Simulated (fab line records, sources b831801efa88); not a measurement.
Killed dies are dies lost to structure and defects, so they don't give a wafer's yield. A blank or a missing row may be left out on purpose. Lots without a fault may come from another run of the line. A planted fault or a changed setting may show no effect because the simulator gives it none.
A struck lot beside a sound one | flow sky130 | 15 steps out of a route of 708
Sound: wafers L942.3, L942.5, L942.6. Struck: wafers L948.1, L948.3, L948.5. The cause comes at the end.
At each step with rows: each side's tool, then ch and its chambers, then its first start. Under that, the readings that differ: sound wafers | struck wafers | difference of the means | sigmas: that difference in standard deviations of wafers without a fault.
alike: readings whose means differ by less than 2 such deviations, and words and numbers that are the same on both sides. not compared: withheld readings, readings that some wafer has no value for, bounds like >300 that may hide the same value, and numbers for which the record gives no deviation and whose values overlap.
The two part at a step that has a row with sigmas, a row that says differs or no value, or rows on one side only. Numbers that don't overlap but have no deviation are shown without sigmas and don't part them. A reading that every wafer of one side lacks parts them only if that side has two wafers or more.

first, 5 steps without rows for these wafers: SKY_SD_N_COAT_02 (resist thk 1140 nm); SKY_SD_N_SOFTBAKE_03 (time 60 s); SKY_SD_N_EXPOSE_04 (exposes mask NSDM, target cd 380 nm); SKY_SD_N_PEB_05; SKY_SD_N_DEVELOP_06 (develop time 60 s).
SKY_SD_N_CD_MEAS_07: target cd 380 nm.
  sound on cd_sem-02, day 30 13:25; struck on cd_sem-02, day 32 14:20
  alike: cd_nm
SKY_SD_N_OVL_MEAS_08:
  sound on overlay-02, day 30 13:31; struck on overlay-02, day 32 14:27
  alike: SD_N_OVL
then, 2 steps without rows for these wafers: SKY_SD_N_IMPLANT_09; SKY_SD_N_IMPLANT_10.
SKY_SD_N_STRIP_11: strips in O2/N2.
  sound on plasma_asher-04 ch 0,1, day 30 13:52; struck on plasma_asher-03 ch 0,1, day 32 14:47
  alike: chamber_pressure_mTorr, drypump_motor_current_A, oes_product_au, strip_time_to_endpoint_s
  not compared: rf_hours_counter_h
SKY_SD_N_TW_MEAS_12:
  sound on film_metro-03, day 30 13:57; struck on film_metro-03, day 32 14:53
  alike: SD_N_TW
then, 1 step without rows for these wafers: SKY_SD_N_CLEAN_13 (cleans in SC1/SC2, time 150 s).
SKY_SD_N_RTA_14: time 2 s.
  sound on rtp_anneal-02 ch 0, day 30 14:04; struck on rtp_anneal-02 ch 0, day 32 15:00
  reading            | sound                | struck               | difference | sigmas
  lamp_power_pct (%) | 15.66 15.65 15.79    | 16.59 16.53 16.52    | +0.85      | +16
  wafer_temp_C_max   | 1078.5 1080.3 1078.4 | 1107.2 1107.1 1107.5 | +28.2      | +19
SKY_SD_N_RS_MEAS_16: measures by four-point-probe.
  sound on film_metro-02, day 30 14:16; struck on film_metro-02, day 32 15:32
  reading          | sound             | struck            | difference | sigmas
  SD_N_RS (ohm/sq) | 68.77 68.81 68.71 | 63.39 63.31 63.24 | -5.45      | -45
  not compared: hold
SKY_PAD_OPEN_PROBE_99:
  the record has rows for the sound wafers here (prober-01, day 47 18:07) and none for the struck ones

WHERE THEY PART
First at SKY_SD_N_RTA_14; last, within this record, at SKY_PAD_OPEN_PROBE_99.

WHY: what the simulator had put in
Process parameter drift: rtp_anneal-02, from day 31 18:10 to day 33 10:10, at SKY_SD_N_RTA_14. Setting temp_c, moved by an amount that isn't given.
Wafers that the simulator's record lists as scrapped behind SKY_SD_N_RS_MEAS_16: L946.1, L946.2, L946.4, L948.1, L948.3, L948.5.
